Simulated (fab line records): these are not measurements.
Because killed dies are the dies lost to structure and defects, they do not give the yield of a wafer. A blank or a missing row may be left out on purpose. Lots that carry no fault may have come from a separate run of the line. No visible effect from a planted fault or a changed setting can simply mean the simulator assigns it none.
fab line records	flow sky130
[record] lots = 7	wafers = 21	lastDay = 50
route steps=708 shown GATE_OXIDE@196 POLY_GATE@204 RES_PROTECT@206
lots with no fault: from the same line, run without faults
startH: the number of hours between the record's first day and the start of the first shown wafer of the lot	waitH: hours since the lot's step before	" repeats the value in the row above	L1.1+2: several wafers, shown together as one row	- no value, or no start was given	* or withheld: withheld	< > ~ a bound
route shown NAME@n: a module of which the file shows steps, and the number in the route of the first	usual: mean and standard deviation over wafers with no fault	same: alike in all rows	chamber/n: place in a boat	sites: each site's reading	_std_site: standard deviation of those values	_edge_site: outer sites' mean less inner sites'	radiusMm: how far each site lies from the wafer's centre	mask NAME#n: copy n	behind: the tool/chamber that last shaped the wafer	hold: why the lot was held/for how many hours/how that ended	device: the transistor (n, p or np) that didn't switch	end of line: tests run on the same wafers once the route is complete	for a step that has no rows: nothing shown but its recipe	killed: the dies lost at the first sort to structure and to defects; this is not the yield of the wafer	map: a wafer's dies, x killed, . not, _ none there
set.NAME: the setting that was run; set.NAME@STEP: the one run at that earlier step	model.NAME: the simulator's own value behind a step, which no gauge read
lots seen at some steps along the route; tables by step, rows by wafer
services: from which hour (startH, from the record's first day; less than 0 if before it) a tool's chamber was out of use, for how many hours, and why
[[steps]]
[step SKY_GATE_OXIDE_DEVELOP_09]
[recipe] resist = NOVOLAK	developer = TMAH	developTimeS = 60	devTempC = 23
[step SKY_GATE_OXIDE_OVL_MEAS_10]
[usual] GATE_OXIDE_OVL = 0.4/1.7
lot.wafer	tool	chamber	startH	waitH	GATE_OXIDE_OVL[nm]
L440.2	overlay-02	-	334.37	0.1	0.4
L440.4	"	-	"	"	-0.6
L440.6	"	-	"	"	-0.4
L441.1	overlay-02	-	342.32	0.1	-0.2
L441.5	"	-	"	"	-1.2
L441.6	"	-	"	"	-1.0
L442.3	overlay-02	-	360.71	0.1	-1.7
L442.4	"	-	"	"	-2.9
L442.6	"	-	"	"	1.0
L444.1	overlay-01	-	374.14	0.1	2.5
L444.3	"	-	"	"	1.6
L444.5	"	-	"	"	2.4
L455.3	overlay-02	-	469.85	0.1	-1.5
L455.4	"	-	"	"	2.1
L455.6	"	-	"	"	0.9
L456.1	overlay-01	-	480.15	0.1	-2.1
L456.2	"	-	"	"	-1.6
L456.4	"	-	"	"	0.0
L457.2	overlay-02	-	490.75	0.1	1.9
L457.4	"	-	"	"	1.0
L457.5	"	-	"	"	-0.2
[step SKY_GATE_OXIDE_IMPLANT_11]
[recipe] species = B	energyKev = 10	doseCm2 = 2.6e+12	tiltDeg = withheld
[step SKY_GATE_OXIDE_WET_ETCH_12]
[recipe] chemistry = dHF	targetDepthNm = 16.8	dry = n2Spin	target = SiO2	dilution = 100:1	tempC = 25	timeS = 336
[step SKY_GATE_OXIDE_STRIP_13]
[recipe] chemistry = O2/N2	powerW = 1400	pressureMtorr = 1500	platenTempC = withheld	o2FlowSccm = 3000	n2FlowSccm = 300	overashFraction = 0.5
[usual] drypumpMotorCurrentA = 5.9/0.39	o2FlowSccm = 3000/9.9	oesProductAu = 0.716/0.0042	stripTimeToEndpointS = 14.18/0.04
lot.wafer	tool	chamber	startH	waitH	drypumpMotorCurrentA	o2FlowSccm	oesProductAu	rfHoursCounterH	stripTimeToEndpointS
L440.2	plasmaAsher-03	0	334.66	0.0	6.3	3000	0.706	64	14.16
L440.4	"	1	"	"	5.7	3022	0.714	-	14.13
L440.6	"	0	"	"	6.3	3003	0.710	-	14.19
L441.1	plasmaAsher-04	0	342.60	0.0	6.6	2996	0.714	51	14.17
L441.5	"	1	"	"	5.8	3003	0.707	-	14.18
L441.6	"	0	"	"	6.6	3009	0.717	-	14.21
L442.3	plasmaAsher-04	0	361.02	0.0	6.6	2986	0.715	-	14.15
L442.4	"	1	"	"	5.8	3001	0.712	-	14.19
L442.6	"	1	"	"	5.8	3006	0.721	-	14.18
L444.1	plasmaAsher-02	1	374.43	0.0	5.5	3008	0.717	24	14.15
L444.3	"	0	"	"	5.9	2995	0.710	-	14.12
L444.5	"	1	"	"	5.5	3008	0.716	-	14.19
L455.3	plasmaAsher-04	0	470.16	0.0	6.6	3002	0.716	-	14.21
L455.4	"	1	"	"	5.7	3008	0.711	-	14.17
L455.6	"	1	"	"	5.7	2997	0.720	-	14.19
L456.1	plasmaAsher-02	1	480.44	0.0	5.5	2988	0.721	34	14.17
L456.2	"	0	"	"	5.9	3007	0.716	34	14.22
L456.4	"	0	"	"	5.9	2990	0.709	-	14.20
L457.2	plasmaAsher-02	1	491.03	0.0	5.5	3012	0.720	35	14.23
L457.4	"	0	"	"	5.9	3002	0.717	-	14.20
L457.5	"	1	"	"	5.5	3007	0.716	-	14.16
[step SKY_GATE_OXIDE_TW_MEAS_14]
[usual] GATE_OXIDE_TW = 223.4/2.9
lot.wafer	tool	chamber	startH	waitH	GATE_OXIDE_TW
L440.2	filmMetro-01	-	334.77	0.1	222.9
L440.4	"	-	"	"	221.6
L440.6	"	-	"	"	222.7
L441.1	filmMetro-03	-	342.70	0.1	228.6
L441.5	"	-	"	"	228.2
L441.6	"	-	"	"	226.8
L442.3	filmMetro-01	-	361.10	0.1	220.1
L442.4	"	-	"	"	220.3
L442.6	"	-	"	"	221.6
L444.1	filmMetro-01	-	374.53	0.1	219.8
L444.3	"	-	"	"	220.1
L444.5	"	-	"	"	220.5
L455.3	filmMetro-02	-	470.24	0.1	225.1
L455.4	"	-	"	"	224.7
L455.6	"	-	"	"	224.6
L456.1	filmMetro-02	-	480.54	0.1	223.3
L456.2	"	-	"	"	224.4
L456.4	"	-	"	"	224.0
L457.2	filmMetro-01	-	491.14	0.1	220.3
L457.4	"	-	"	"	220.0
L457.5	"	-	"	"	218.8
[step SKY_GATE_OXIDE_CLEAN_15]
[recipe] chemistry = SC1/SC2	mix = 1:4:20	tempC = 70	timeS = 150	dry = n2Spin
[step SKY_GATE_OXIDE_OXIDATION_16]
[recipe] tempC = 800	ambient = O2	idleTempC = 700	rampUpCPerMin = 10	rampDownCPerMin = 3	stabiliseS = 600	purgeS = 300	targetThkA = 35.7	oxTimeS = 1915
[step SKY_POLY_GATE_CVD_00]
[recipe] material = poly-Si	targetThkNm = 180	tempC = 620	timeS = 720	pressureMtorr = 200
[step SKY_POLY_GATE_THK_MEAS_01]
[recipe] reads = poly-Si_of_POLY_GATE_CVD_00
[usual] POLY_GATE_CVD_00_THK = 180.2/2
lot.wafer	tool	chamber	startH	waitH	POLY_GATE_CVD_00_THK[nm]
L440.2	filmMetro-04	-	344.70	0.0	177.9
L440.4	"	-	"	"	178.5
L440.6	"	-	"	"	178.6
L441.1	filmMetro-04	-	351.70	0.0	177.8
L441.5	"	-	"	"	178.4
L441.6	"	-	"	"	177.7
L442.3	filmMetro-04	-	365.64	0.0	179.5
L442.4	"	-	"	"	179.7
L442.6	"	-	"	"	181.4
L444.1	filmMetro-01	-	378.34	0.0	180.7
L444.3	"	-	"	"	180.2
L444.5	"	-	"	"	180.8
L455.3	filmMetro-03	-	473.09	0.0	179.4
L455.4	"	-	"	"	180.1
L455.6	"	-	"	"	180.1
L456.1	filmMetro-01	-	483.39	0.0	180.7
L456.2	"	-	"	"	180.2
L456.4	"	-	"	"	181.6
L457.2	filmMetro-04	-	493.99	0.0	183.1
L457.4	"	-	"	"	183.3
L457.5	"	-	"	"	182.9
[step SKY_RES_PROTECT_DEHYDRATE_00]
[recipe] tempC = 200	timeS = 60
[step SKY_RES_PROTECT_HMDS_01]
[recipe] primeTimeS = 60	primeTempC = 120
[step SKY_RES_PROTECT_COAT_02]
[recipe] resist = NOVOLAK	spinRpm = 3000	resistThkNm = 1140
[usual] spinSpeedRpm = 3000.1/1.5
lot.wafer	tool	chamber	startH	waitH	spinSpeedRpm	model.NOVOLAK_of_RES_PROTECT_COAT_02.thkNm
L440.2	lithoTrack-03	0	357.17	0.1	3000.4	1136
L440.4	"	0	"	"	2998.8	1138
L440.6	"	0	"	"	3000.9	1134
L441.1	lithoTrack-03	0	365.10	0.1	3000.1	1138
L441.5	"	0	"	"	3000.9	1141
L441.6	"	0	"	"	3003.1	1141
L442.3	lithoTrack-02	0	379.25	0.1	3001.4	1139
L442.4	"	0	"	"	3000.6	1138
L442.6	"	0	"	"	3000.4	1141
L444.1	lithoTrack-04	0	392.42	0.1	3003.0	1143
L444.3	"	0	"	"	3000.0	1140
L444.5	"	0	"	"	3004.2	1141
L455.3	lithoTrack-04	0	488.37	0.1	2806.9	1176
L455.4	"	0	"	"	2808.0	1175
L455.6	"	0	"	"	2805.9	1175
L456.1	lithoTrack-04	0	498.07	0.1	2804.4	1180
L456.2	"	0	"	"	2804.8	1183
L456.4	"	0	"	"	2805.0	1182
L457.2	lithoTrack-04	0	508.34	0.1	2808.1	1175
L457.4	"	0	"	"	2806.8	1173
L457.5	"	0	"	"	2804.6	1175
[step SKY_RES_PROTECT_SOFTBAKE_03]
[recipe] tempC = 90	timeS = 60	resist = NOVOLAK
[step SKY_RES_PROTECT_EXPOSE_04]
[recipe] maskId = RPM	na = 0.6	sourceShape = conventional	sigmaOuter = 0.6	polarization = unpolarized	targetCdNm = 1270	doseMj = 131
[step SKY_RES_PROTECT_PEB_05]
[recipe] tempC = withheld	timeS = *	resist = NOVOLAK
[step SKY_RES_PROTECT_DEVELOP_06]
[recipe] resist = NOVOLAK	developer = TMAH	developTimeS = 60	devTempC = 23
lot.wafer	tool	chamber	startH	waitH	model.NOVOLAK_of_RES_PROTECT_COAT_02.thkNm
L440.2	lithoTrack-04	0	370.99	0.1	1136
L440.4	"	0	"	"	1137
L440.6	"	0	"	"	1134
L441.1	lithoTrack-03	0	379.05	0.1	1137
L441.5+6	"	0	"	"	1140
L442.3	lithoTrack-04	0	393.57	0.1	1138
L442.4	"	0	"	"	1137
L442.6	"	0	"	"	1141
L444.1	lithoTrack-02	0	406.55	0.1	1143
L444.3	"	0	"	"	1139
L444.5	"	0	"	"	1141
L455.3	lithoTrack-02	0	503.65	0.1	1175
L455.4+6	"	0	"	"	1174
L456.1	lithoTrack-02	0	513.75	0.1	1179
L456.2+4	"	0	"	"	1182
L457.2	lithoTrack-04	0	524.04	0.1	1175
L457.4	"	0	"	"	1173
L457.5	"	0	"	"	1174
[step SKY_POLY_GATE_IMPLANT_02]
[recipe] species = P	energyKev = 30	doseCm2 = 7.7e+15	tiltDeg = 0
[step SKY_RES_PROTECT_STRIP_07]
[recipe] chemistry = O2/N2	powerW = 1400	pressureMtorr = 1500	platenTempC = withheld	o2FlowSccm = 3000	n2FlowSccm = 300	overashFraction = 0.5
[usual] drypumpMotorCurrentA = 5.8/0.48	o2FlowSccm = 3001/9.4	oesProductAu = 0.518/0.0045	stripTimeToEndpointS = 23.28/0.038
lot.wafer	tool	chamber	startH	waitH	drypumpMotorCurrentA	o2FlowSccm	oesProductAu	rfHoursCounterH	stripTimeToEndpointS
L440.2	plasmaAsher-01	1	371.27	0.1	6.3	3010	0.516	70	23.23
L440.4	"	0	"	"	4.9	3004	0.514	-	23.26
L440.6	"	0	"	"	4.9	2986	0.517	-	23.24
L441.1	plasmaAsher-01	1	379.35	0.1	6.3	3006	0.518	71	23.26
L441.5	"	1	"	"	6.3	2997	0.519	-	23.29
L441.6	"	0	"	"	4.9	3005	0.526	-	23.30
L442.3	plasmaAsher-02	1	393.85	0.1	5.5	2994	0.526	-	23.30
L442.4	"	0	"	"	5.9	2995	0.519	-	23.30
L442.6	"	0	"	"	5.9	2994	0.510	-	23.33
L444.1	plasmaAsher-02	0	406.85	0.1	5.9	3004	0.514	27	23.33
L444.3	"	0	"	"	5.9	3009	0.522	-	23.30
L444.5	"	1	"	"	5.5	2999	0.516	-	23.31
L455.3	plasmaAsher-01	0	503.93	0.1	4.9	3007	0.519	-	23.65
L455.4	"	1	"	"	6.3	3009	0.520	-	23.64
L455.6	"	1	"	"	6.3	3006	0.518	-	23.63
L456.1	plasmaAsher-02	1	514.05	0.1	5.5	2978	0.519	37	23.72
L456.2	"	0	"	"	5.9	2994	0.522	37	23.75
L456.4	"	1	"	"	5.5	2978	0.531	-	23.76
L457.2	plasmaAsher-01	1	524.32	0.1	6.3	3002	0.526	9	23.66
L457.4	"	1	"	"	6.3	2996	0.513	-	23.66
L457.5	"	0	"	"	4.9	3010	0.521	-	23.70
[step SKY_RES_PROTECT_TW_MEAS_08]
[usual] POLY_GATE_TW = 4026/52
lot.wafer	tool	chamber	startH	waitH	POLY_GATE_TW
L440.2	filmMetro-01	-	371.38	0.1	3943
L440.4	"	-	"	"	3937
L440.6	"	-	"	"	3927
L441.1	filmMetro-02	-	379.45	0.1	4075
L441.5	"	-	"	"	4060
L441.6	"	-	"	"	4054
L442.3	filmMetro-01	-	393.94	0.1	3949
L442.4	"	-	"	"	3947
L442.6	"	-	"	"	3952
L444.1	filmMetro-02	-	406.95	0.1	4053
L444.3	"	-	"	"	4063
L444.5	"	-	"	"	4041
L455.3	filmMetro-04	-	504.02	0.1	4054
L455.4	"	-	"	"	4083
L455.6	"	-	"	"	4090
L456.1	filmMetro-02	-	514.15	0.1	4085
L456.2	"	-	"	"	4066
L456.4	"	-	"	"	4036
L457.2	filmMetro-04	-	524.43	0.1	4102
L457.4	"	-	"	"	4059
L457.5	"	-	"	"	4062
[[services]]
tool	chamber	startH	hours	kind
plasmaAsher-01	-	311.27	0.5	repair
lithoTrack-04	-	327.91	-	consumableReplace:filter
lithoTrack-02	-	348.06	-	consumableReplace:filter
plasmaAsher-02	-	350.67	2.8	repair
plasmaAsher-03	-	373.74	6.5	repair
plasmaAsher-01	-	421.25	9.0	pm
plasmaAsher-01	0	421.25	9.0	ventCycle
plasmaAsher-01	1	421.25	9.0	ventCycle
plasmaAsher-01	0	430.25	-	clean
plasmaAsher-01	1	430.25	-	clean
plasmaAsher-01	-	477.44	1.8	repair
plasmaAsher-02	-	496.06	3.6	repair
plasmaAsher-01	-	500.46	2.1	repair
plasmaAsher-03	-	509.35	23.5	pm
[[key]]
[firstSign] step = SKY_RES_PROTECT_COAT_02	reading = spinSpeedRpm	direction = down	sigmas = 99+	usual = 3000.1	struck = 2806.1
[effect] step = SKY_RES_PROTECT_STRIP_07	reading = stripTimeToEndpointS	direction = up	sigmas = 11	usual = *	struck = *
[modelEffect] step = SKY_RES_PROTECT_COAT_02	value = NOVOLAK_of_RES_PROTECT_COAT_02.thkNm	without = 1139	struck = 1177
[modelEffect] step = SKY_RES_PROTECT_DEVELOP_06	value = NOVOLAK_of_RES_PROTECT_COAT_02.thkNm	without = 1138	struck = 1177
metAt SKY_RES_PROTECT_COAT_02
struckWafers L455.3,L455.4,L455.6,L456.1,L456.2,L456.4,L457.2,L457.4,L457.5
sortLeftOut L457.2,L457.4,L457.5
testerLeftOut L455,L456,L457
onsetBetween 392.42 488.37
[fault] kind = processParameterDrift	tool = lithoTrack-04	chamber = -	onsetH = 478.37	steps = SKY_RES_PROTECT_COAT_02	channel = spinRpm	offset = -193.5	shape = step	endH = 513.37	actsIn = theseRecipesOnly	stated = 3000
// testerLeftOut: of these lots the tester's yield and bins aren't shown, on N5 and GAA mostly nor the transistor test; their killed dies are dies lost to structure and defects alone, not to doping, threshold or leakage, so they don't give the yield
// sortLeftOut: the simulated sort isn't trusted on such a fault, so these wafers' sort isn't shown, and their yield isn't known
